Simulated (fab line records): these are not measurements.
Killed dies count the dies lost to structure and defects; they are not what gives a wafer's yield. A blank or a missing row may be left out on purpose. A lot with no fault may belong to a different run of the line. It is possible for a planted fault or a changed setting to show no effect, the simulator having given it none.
fab line records    flow sky130
record: lots: 6  wafers: 17  last-day: 51
route steps=708 shown LDD_P@261 LDD_HVN@267 LDD_HVP@278 PAD_OPEN@708
lots with no fault: from the same line, run without faults
start-h: hours from the record's first day to the start of the lot's first wafer shown    wait-h: hours from the lot's prior step to this one    " identical to the entry in the row above    L1.1+2: a row that stands for several wafers    - either no value or no given start    * or withheld: withheld    < > ~ a bound
route shown NAME@n: NAME is a module with steps in the file, n the number in the route of the first one    usual: mean and standard deviation over wafers with no fault    same: alike in all rows    chamber/n: place in a boat    sites: each site's reading    _std_site: standard deviation of those values    _edge_site: outer sites' mean less inner sites'    radius-mm: how far each site lies from the wafer's centre    mask NAME#n: copy n    behind: the last tool/chamber to shape the wafer    hold: cause of the lot's hold/its duration in hours/its outcome    device: whichever transistor did not switch (one of n, p or np)    end of line: the tests these same wafers got at the end of their route    step lacking rows: just its recipe    killed: at the first sort, the dies lost to defects and structure; wafer yield is something else    map: per-die view of a wafer (x killed, . not killed, _ where there is no die)
set.NAME: the setting the step ran with; set.NAME@STEP: the setting that earlier step ran with    model.NAME: the simulator's own value behind a step, which no gauge read
lots at selected steps of the route; one table per step, one row per wafer
services: from which hour (start-h, from the record's first day; less than 0 if before it) a tool's chamber was out of use, for how many hours, and why
== steps ==
step: SKY_LDD_P_DEVELOP_06
recipe: resist: NOVOLAK  developer: TMAH  develop-time-s: 60  dev-temp-c: 23
step: SKY_LDD_P_CD_MEAS_07
recipe: target-cd-nm: 380
usual: cd-nm: 380.0/2.8
lot.wafer  tool       chamber  start-h  wait-h  cd-nm
L171.1     cd-sem-02  -        449.33   0.1     376.9
L171.5     "          -        "        "       379.6
L171.6     "          -        "        "       378.4
L175.1     cd-sem-02  -        487.57   0.1     378.2
L175.3     "          -        "        "       377.3
L175.5     "          -        "        "       378.4
L184.4     cd-sem-02  -        565.65   0.1     380.3
L184.5     "          -        "        "       380.3
L185.1     cd-sem-02  -        575.69   0.1     377.1
L185.2     "          -        "        "       378.2
L185.3     "          -        "        "       377.5
L191.1     cd-sem-01  -        624.92   0.1     385.3
L191.2     "          -        "        "       386.2
L191.6     "          -        "        "       383.9
L194.1     cd-sem-02  -        636.49   0.1     383.4
L194.2     "          -        "        "       380.6
L194.5     "          -        "        "       381.8
step: SKY_LDD_P_OVL_MEAS_08
usual: LDD_P_OVL: 0.1/1.3
lot.wafer  tool        chamber  start-h  wait-h  LDD_P_OVL[nm]
L171.1     overlay-01  -        449.45   0.1     2.2
L171.5     "           -        "        "       -0.5
L171.6     "           -        "        "       2.4
L175.1     overlay-02  -        487.69   0.1     -0.1
L175.3     "           -        "        "       0.6
L175.5     "           -        "        "       -1.8
L184.4     overlay-01  -        565.73   0.1     1.5
L184.5     "           -        "        "       1.1
L185.1     overlay-02  -        575.81   0.1     -1.1
L185.2     "           -        "        "       0.0
L185.3     "           -        "        "       0.2
L191.1     overlay-01  -        625.04   0.1     -1.5
L191.2     "           -        "        "       -1.1
L191.6     "           -        "        "       -3.4
L194.1     overlay-02  -        636.61   0.1     1.5
L194.2     "           -        "        "       2.0
L194.5     "           -        "        "       2.6
step: SKY_LDD_P_IMPLANT_09
recipe: species: BF2  energy-kev: 25  dose-cm2: 1e+13  tilt-deg: withheld
step: SKY_LDD_P_STRIP_10
recipe: chemistry: O2/N2  power-w: 1400  pressure-mtorr: 1500  platen-temp-c: withheld  o2-flow-sccm: 3000  n2-flow-sccm: 300  overash-fraction: 0.5
usual: drypump-motor-current-A: 5.7/0.53  n2-flow-sccm: 300.0/0.92  oes-product-au: 0.716/0.0042  strip-time-to-endpoint-s: 14.16/0.043
lot.wafer  tool             chamber  start-h  wait-h  drypump-motor-current-A  n2-flow-sccm  oes-product-au  rf-hours-counter-h  strip-time-to-endpoint-s
L171.1     plasma-asher-01  0        449.63   0.1     5.0                      298.8         0.713           32                  14.16
L171.5     "                0        "        "       5.0                      298.9         0.718           -                   14.12
L171.6     "                1        "        "       5.8                      300.5         0.719           -                   14.08
L175.1     plasma-asher-01  1        487.88   0.1     5.8                      299.2         0.722           36                  14.17
L175.3     "                0        "        "       5.0                      301.0         0.724           -                   14.13
L175.5     "                1        "        "       5.8                      301.0         0.717           -                   14.17
L184.4     plasma-asher-04  0        565.93   0.1     6.4                      298.8         0.721           -                   14.18
L184.5     "                0        "        "       6.4                      299.9         0.714           -                   14.15
L185.1     plasma-asher-01  0        576.00   0.1     5.0                      300.4         0.704           45                  14.18
L185.2     "                1        "        "       5.8                      299.9         0.715           45                  14.18
L185.3     "                0        "        "       5.0                      300.9         0.710           -                   14.15
L191.1     plasma-asher-02  1        625.23   0.1     5.2                      300.0         0.716           80                  14.21
L191.2     "                0        "        "       5.5                      299.2         0.711           80                  14.24
L191.6     "                1        "        "       5.2                      301.6         0.723           -                   14.24
L194.1     plasma-asher-04  0        636.80   0.1     6.4                      299.8         0.721           93                  14.23
L194.2     "                1        "        "       6.1                      299.8         0.723           93                  14.22
L194.5     "                1        "        "       6.1                      300.2         0.720           -                   14.21
step: SKY_LDD_P_TW_MEAS_11
usual: LDD_P_TW: 634/5.8
lot.wafer  tool           chamber  start-h  wait-h  LDD_P_TW
L171.1     film-metro-03  -        449.73   0.1     638
L171.5     "              -        "        "       634
L171.6     "              -        "        "       640
L175.1     film-metro-03  -        487.98   0.1     634
L175.3     "              -        "        "       634
L175.5     "              -        "        "       635
L184.4     film-metro-03  -        566.02   0.1     638
L184.5     "              -        "        "       634
L185.1     film-metro-01  -        576.10   0.1     629
L185.2     "              -        "        "       629
L185.3     "              -        "        "       627
L191.1     film-metro-03  -        625.33   0.1     636
L191.2     "              -        "        "       636
L191.6     "              -        "        "       638
L194.1     film-metro-02  -        636.90   0.1     647
L194.2     "              -        "        "       645
L194.5     "              -        "        "       647
step: SKY_LDD_HVN_DEHYDRATE_00
recipe: temp-c: 200  time-s: 60
step: SKY_LDD_HVN_HMDS_01
recipe: prime-time-s: 60  prime-temp-c: 120
step: SKY_LDD_HVN_COAT_02
recipe: resist: NOVOLAK  spin-rpm: 3000  resist-thk-nm: 300
step: SKY_LDD_HVN_SOFTBAKE_03
recipe: temp-c: 90  time-s: 60  resist: NOVOLAK
step: SKY_LDD_HVN_EXPOSE_04
recipe: mask-id: HVNTM  na: 0.6  source-shape: conventional  sigma-outer: 0.6  polarization: unpolarized  target-cd-nm: 700  dose-mj: 127
step: SKY_LDD_HVN_PEB_05
recipe: temp-c: withheld  time-s: *  resist: NOVOLAK
step: SKY_LDD_HVN_DEVELOP_06
recipe: resist: NOVOLAK  developer: TMAH  develop-time-s: 60  dev-temp-c: 23
lot.wafer   tool            chamber  start-h  wait-h
L171.1+5+6  litho-track-02  0        480.91   0.1
L175.1+3+5  litho-track-01  0        518.67   0.1
L184.4+5    litho-track-02  0        595.99   0.1
L185.1+2+3  litho-track-02  0        606.06   0.1
L191.1+2+6  litho-track-04  0        654.14   0.1
L194.1+2+5  litho-track-01  0        665.82   0.1
step: SKY_LDD_HVN_OVL_MEAS_07
usual: LDD_HVN_OVL: 0.1/1.1
lot.wafer  tool        chamber  start-h  wait-h  LDD_HVN_OVL[nm]
L171.1     overlay-02  -        481.06   0.1     1.1
L171.5     "           -        "        "       1.1
L171.6     "           -        "        "       0.6
L175.1     overlay-01  -        518.82   0.1     -0.6
L175.3     "           -        "        "       -0.5
L175.5     "           -        "        "       0.5
L184.4     overlay-02  -        596.08   0.1     0.0
L184.5     "           -        "        "       0.5
L185.1     overlay-01  -        606.21   0.1     -2.6
L185.2     "           -        "        "       0.0
L185.3     "           -        "        "       -2.8
L191.1     overlay-01  -        654.29   0.1     -0.6
L191.2     "           -        "        "       -0.5
L191.6     "           -        "        "       0.3
L194.1     overlay-02  -        665.97   0.1     -0.6
L194.2     "           -        "        "       -1.4
L194.5     "           -        "        "       -0.9
step: SKY_LDD_HVN_IMPLANT_08
recipe: species: P  energy-kev: 60  dose-cm2: 3e+13  tilt-deg: 40
step: SKY_LDD_HVN_STRIP_09
recipe: chemistry: O2/N2  power-w: 1400  pressure-mtorr: 1500  platen-temp-c: withheld  o2-flow-sccm: 3000  n2-flow-sccm: 300  overash-fraction: 0.5
usual: drypump-motor-current-A: 5.4/0.38  n2-flow-sccm: 300.0/0.95  oes-product-au: 0.408/0.0047  strip-time-to-endpoint-s: 4.135/0.016
lot.wafer  tool             chamber  start-h  wait-h  drypump-motor-current-A  n2-flow-sccm  oes-product-au  rf-hours-counter-h  strip-time-to-endpoint-s
L171.1     plasma-asher-02  1        481.25   0.1     5.2                      299.4         0.411           67                  4.152
L171.5     "                0        "        "       5.4                      298.9         0.413           -                   4.128
L171.6     "                1        "        "       5.2                      299.7         0.413           -                   4.149
L175.1     plasma-asher-01  1        519.01   0.1     5.8                      301.0         0.403           40                  4.132
L175.3     "                1        "        "       5.8                      300.9         0.411           -                   4.112
L175.5     "                0        "        "       5.0                      299.1         0.409           -                   4.138
L184.4     plasma-asher-01  0        596.28   0.1     5.0                      299.9         0.405           -                   4.149
L184.5     "                1        "        "       5.8                      299.7         0.408           -                   4.136
L185.1     plasma-asher-02  1        606.40   0.1     5.1                      300.8         0.400           78                  4.157
L185.2     "                0        "        "       5.5                      299.7         0.408           78                  4.161
L185.3     "                0        "        "       5.5                      300.8         0.408           -                   4.146
L191.1     plasma-asher-03  1        654.48   0.1     6.1                      299.2         0.409           21                  4.107
L191.2     "                0        "        "       5.4                      300.6         0.411           21                  4.122
L191.6     "                1        "        "       6.1                      298.5         0.405           -                   4.156
L194.1     plasma-asher-01  0        666.16   0.1     5.0                      300.3         0.412           55                  4.136
L194.2     "                1        "        "       5.8                      298.9         0.406           55                  4.123
L194.5     "                1        "        "       5.9                      300.9         0.410           -                   4.110
step: SKY_LDD_HVN_TW_MEAS_10
usual: LDD_HVN_TW: 1432/15
lot.wafer  tool           chamber  start-h  wait-h  LDD_HVN_TW
L171.1     film-metro-01  -        481.35   0.1     1419
L171.5     "              -        "        "       1425
L171.6     "              -        "        "       1433
L175.1     film-metro-02  -        519.11   0.1     1452
L175.3     "              -        "        "       1451
L175.5     "              -        "        "       1453
L184.4     film-metro-01  -        596.38   0.1     226
L184.5     "              -        "        "       1425
L185.1     film-metro-01  -        606.50   0.1     1421
L185.2     "              -        "        "       1419
L185.3     "              -        "        "       226
L191.1     film-metro-02  -        654.60   0.1     1441
L191.2     "              -        "        "       1444
L191.6     "              -        "        "       1437
L194.1     film-metro-01  -        666.26   0.1     1415
L194.2     "              -        "        "       1418
L194.5     "              -        "        "       1419
step: SKY_LDD_HVP_DEHYDRATE_00
recipe: temp-c: 200  time-s: 60
step: SKY_PAD_OPEN_PROBE_99
usual: killed_at_M0_to_M3: 44/7.2  killed_at_M4_up: 2.9/1.8  killed-at-contacts: 24/5.2  killed-at-front-end: 15/4  killed-at-other: 0.2/0.49  killed-dies: 85/9.1  killed-on-rim: 17/3.7  killed-open: 47/6.8  killed-short: 38/5.7
same: gross-dies: 492  killed-at-back-side: 0
lot.wafer  tool       chamber  start-h  wait-h  killed_at_M0_to_M3  killed_at_M4_up  killed-at-contacts  killed-at-front-end  killed-at-other  killed-dies  killed-on-rim  killed-open  killed-short
L171.1     prober-02  -        1101.19  0.1     36                  10               22                  20                   1                89           17             51           38
L171.5     prober-02  -        1101.39  0.2     39                  1                25                  13                   0                78           12             45           33
L171.6     prober-02  -        1101.44  0.2     39                  1                20                  16                   0                76           14             45           31
L175.1     prober-02  -        1125.39  0.1     49                  3                24                  12                   0                88           20             56           32
L175.3     prober-02  -        1125.49  0.2     51                  2                17                  16                   0                86           16             47           39
L175.5     prober-02  -        1125.59  0.2     52                  3                30                  11                   1                97           22             53           44
L184.4     prober-01  -        1175.42  0.2     39                  2                24                  426                  1                492          96             48           38
L184.5     prober-01  -        1175.47  0.2     26                  5                29                  20                   1                81           15             37           44
L185.1     prober-02  -        1180.77  0.1     48                  1                26                  13                   0                88           13             43           45
L185.2     prober-02  -        1180.82  0.1     54                  1                17                  13                   0                85           16             40           45
L185.3     prober-02  -        1180.87  0.2     42                  2                20                  428                  0                492          96             44           35
L194.1     prober-01  -        1213.78  0.1     47                  6                22                  10                   1                86           14             46           40
L194.2     prober-01  -        1213.83  0.1     50                  4                30                  13                   0                97           18             48           49
L194.5     prober-01  -        1213.98  0.2     52                  7                24                  12                   0                95           20             59           36
killed by level:class
L171.1 CONTACT:geometric-particle:open=9 LI_CONTACT:geometric-particle:open=7 METAL1:geometric-particle:short=7 VIA1:geometric-particle:open=7 VIA2:geometric-particle:open=6 FIELD_ISO:geometric-particle:short=5 POLY_GATE:geometric-particle:short=5 METAL4:geometric-particle:short=5
L171.5 CONTACT:geometric-particle:open=8 VIA2:geometric-particle:open=7 CONTACT:geometric-particle:short=6 VIA1:geometric-particle:open=6 METAL1:geometric-particle:short=5 LI_CONTACT:geometric-particle:open=5 VIA3:geometric-particle:open=5 POLY_GATE:geometric-particle:open=4
L171.6 VIA1:geometric-particle:open=11 CONTACT:geometric-particle:open=10 VIA1:geometric-particle:short=6 VIA3:geometric-particle:open=6 FIELD_ISO:geometric-particle:short=5 LI_CONTACT:geometric-particle:open=5 FIELD_ISO:geometric-particle:open=4 METAL1:geometric-particle:short=4
L175.1 VIA1:geometric-particle:open=13 CONTACT:geometric-particle:open=11 LI_CONTACT:geometric-particle:open=6 VIA1:geometric-particle:short=6 VIA3:geometric-particle:open=6 POLY_GATE:geometric-particle:short=5 VIA2:geometric-particle:open=5 POLY_GATE:geometric-particle:open=4
L175.3 VIA1:geometric-particle:open=17 METAL1:geometric-particle:short=7 VIA2:geometric-particle:open=7 CONTACT:geometric-particle:short=6 FIELD_ISO:geometric-particle:open=5 VIA1:geometric-particle:short=5 FIELD_ISO:geometric-particle:short=4 VIA3:geometric-particle:open=4
L175.5 VIA1:geometric-particle:open=15 LI_CONTACT:geometric-particle:open=9 METAL1:geometric-particle:short=9 LI_CONTACT:geometric-particle:short=6 CONTACT:geometric-particle:short=6 VIA2:geometric-particle:open=6 VIA1:geometric-particle:short=5 CONTACT:geometric-particle:open=5
L184.4 LDD_HVN:area-develop=406 CONTACT:geometric-particle:open=10 POLY_GATE:geometric-particle:open=9 VIA1:geometric-particle:open=9 VIA2:geometric-particle:open=7 LI_CONTACT:geometric-particle:open=6 METAL2:geometric-particle:short=6 CONTACT:geometric-particle:short=5
L184.5 LOCAL_INTERCONNECT:geometric-particle:short=7 VIA1:geometric-particle:open=7 CONTACT:geometric-particle:open=7 FIELD_ISO:geometric-particle:short=6 VIA1:geometric-particle:short=6 LI_CONTACT:geometric-particle:open=5 METAL4:geometric-particle:short=4 LI_CONTACT:geometric-particle:short=4
L185.1 METAL1:geometric-particle:short=13 CONTACT:geometric-particle:open=11 VIA2:geometric-particle:open=10 POLY_GATE:geometric-particle:short=6 VIA1:geometric-particle:open=6 LI_CONTACT:geometric-particle:open=5 VIA1:geometric-particle:short=4 METAL2:geometric-particle:short=4
L185.2 VIA2:geometric-particle:short=9 VIA1:geometric-particle:open=8 METAL2:geometric-particle:short=6 CONTACT:geometric-particle:open=6 VIA3:geometric-particle:open=6 VIA3:geometric-particle:short=6 LOCAL_INTERCONNECT:geometric-particle:short=5 FIELD_ISO:geometric-particle:open=4
L185.3 LDD_HVN:area-develop=413 VIA1:geometric-particle:open=10 METAL2:geometric-particle:short=7 VIA3:geometric-particle:open=6 LI_CONTACT:geometric-particle:open=5 CONTACT:geometric-particle:open=5 METAL1:geometric-particle:short=5 SPACER:geometric-particle:open=4
L194.1 CONTACT:geometric-particle:open=9 VIA1:geometric-particle:open=9 VIA3:geometric-particle:open=9 METAL2:geometric-particle:short=7 CONTACT:geometric-particle:short=6 VIA1:geometric-particle:short=4 POLY_GATE:geometric-particle:short=4 METAL1:geometric-particle:short=4
L194.2 CONTACT:geometric-particle:open=14 VIA2:geometric-particle:open=8 METAL2:geometric-particle:short=8 CONTACT:geometric-particle:short=7 METAL1:geometric-particle:short=6 VIA1:geometric-particle:open=6 FIELD_ISO:geometric-particle:open=5 VIA1:geometric-particle:short=5
L194.5 CONTACT:geometric-particle:open=12 VIA1:geometric-particle:open=9 VIA3:geometric-particle:open=8 METAL1:geometric-particle:short=7 VIA2:geometric-particle:open=6 METAL2:geometric-particle:short=6 LI_CONTACT:geometric-particle:open=5 METAL4:geometric-particle:short=4
map L184.4 (x killed, . not)
__________xxxxxxxxxx_________
________xxxxxxxxxxxxxx_______
______xxxxxxxxxxxxxxxxxx_____
_____xxxxxxxxxxxxxxxxxxxx____
____xxxxxxxxxxxxxxxxxxxxxx___
___xxxxxxxxxxxxxxxxxxxxxxxx__
__xxxxxxxxxxxxxxxxxxxxxxxxxx_
_xxxxxxxxxxxxxxxxxxxxxxxxxxxx
_xxxxxxxxxxxxxxxxxxxxxxxxxxxx
_xxxxxxxxxxxxxxxxxxxxxxxxxxxx
_xxxxxxxxxxxxxxxxxxxxxxxxxxxx
_xxxxxxxxxxxxxxxxxxxxxxxxxxxx
_xxxxxxxxxxxxxxxxxxxxxxxxxxxx
_xxxxxxxxxxxxxxxxxxxxxxxxxxxx
_xxxxxxxxxxxxxxxxxxxxxxxxxxxx
__xxxxxxxxxxxxxxxxxxxxxxxxxx_
___xxxxxxxxxxxxxxxxxxxxxxxx__
____xxxxxxxxxxxxxxxxxxxxxx___
_____xxxxxxxxxxxxxxxxxxxx____
______xxxxxxxxxxxxxxxxxx_____
________xxxxxxxxxxxxxx_______
__________xxxxxxxxxx_________
map L185.3 (x killed, . not)
__________xxxxxxxxxx_________
________xxxxxxxxxxxxxx_______
______xxxxxxxxxxxxxxxxxx_____
_____xxxxxxxxxxxxxxxxxxxx____
____xxxxxxxxxxxxxxxxxxxxxx___
___xxxxxxxxxxxxxxxxxxxxxxxx__
__xxxxxxxxxxxxxxxxxxxxxxxxxx_
_xxxxxxxxxxxxxxxxxxxxxxxxxxxx
_xxxxxxxxxxxxxxxxxxxxxxxxxxxx
_xxxxxxxxxxxxxxxxxxxxxxxxxxxx
_xxxxxxxxxxxxxxxxxxxxxxxxxxxx
_xxxxxxxxxxxxxxxxxxxxxxxxxxxx
_xxxxxxxxxxxxxxxxxxxxxxxxxxxx
_xxxxxxxxxxxxxxxxxxxxxxxxxxxx
_xxxxxxxxxxxxxxxxxxxxxxxxxxxx
__xxxxxxxxxxxxxxxxxxxxxxxxxx_
___xxxxxxxxxxxxxxxxxxxxxxxx__
____xxxxxxxxxxxxxxxxxxxxxx___
_____xxxxxxxxxxxxxxxxxxxx____
______xxxxxxxxxxxxxxxxxx_____
________xxxxxxxxxxxxxx_______
__________xxxxxxxxxx_________
== services ==
tool             chamber  start-h  hours  kind
plasma-asher-03  0        430.25   -      clean
plasma-asher-03  1        430.25   -      clean
plasma-asher-04  -        430.52   0.3    repair
plasma-asher-01  -        458.12   3.1    repair
plasma-asher-03  -        508.31   19.8   pm
plasma-asher-02  -        520.30   1.8    repair
plasma-asher-01  -        562.30   0.8    repair
plasma-asher-02  -        574.75   14.6   pm
plasma-asher-02  -        635.27   2.8    pm
== key ==
first-sign: step: SKY_LDD_HVN_TW_MEAS_10  reading: LDD_HVN_TW  direction: down  sigmas: 80  usual: 1432  struck: 226
effect: step: SKY_PAD_OPEN_PROBE_99  reading: killed-at-front-end  direction: up  sigmas: 99+  usual: 15  struck: 427
more-kills-born-at: SKY_LDD_HVN_DEVELOP_06@litho-track-02: 819
met-at SKY_LDD_HVN_DEVELOP_06
struck-wafers L184.4,L185.3
tester-left-out L184,L185
onset-between 480.91 595.99
fault: kind: process-parameter-drift  tool: litho-track-02  chamber: -  onset-h: 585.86  steps: SKY_LDD_HVN_DEVELOP_06  channel: develop-time-s  offset: *  shape: step  end-h: 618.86  scope: struck-wafers-only  acts-in: *  stated: *
tester-left-out: of these lots the tester's yield and bins aren't shown, on N5 and GAA mostly nor the transistor test; their killed dies are dies lost to structure and defects alone, not to doping, threshold or leakage, so they don't give the yield
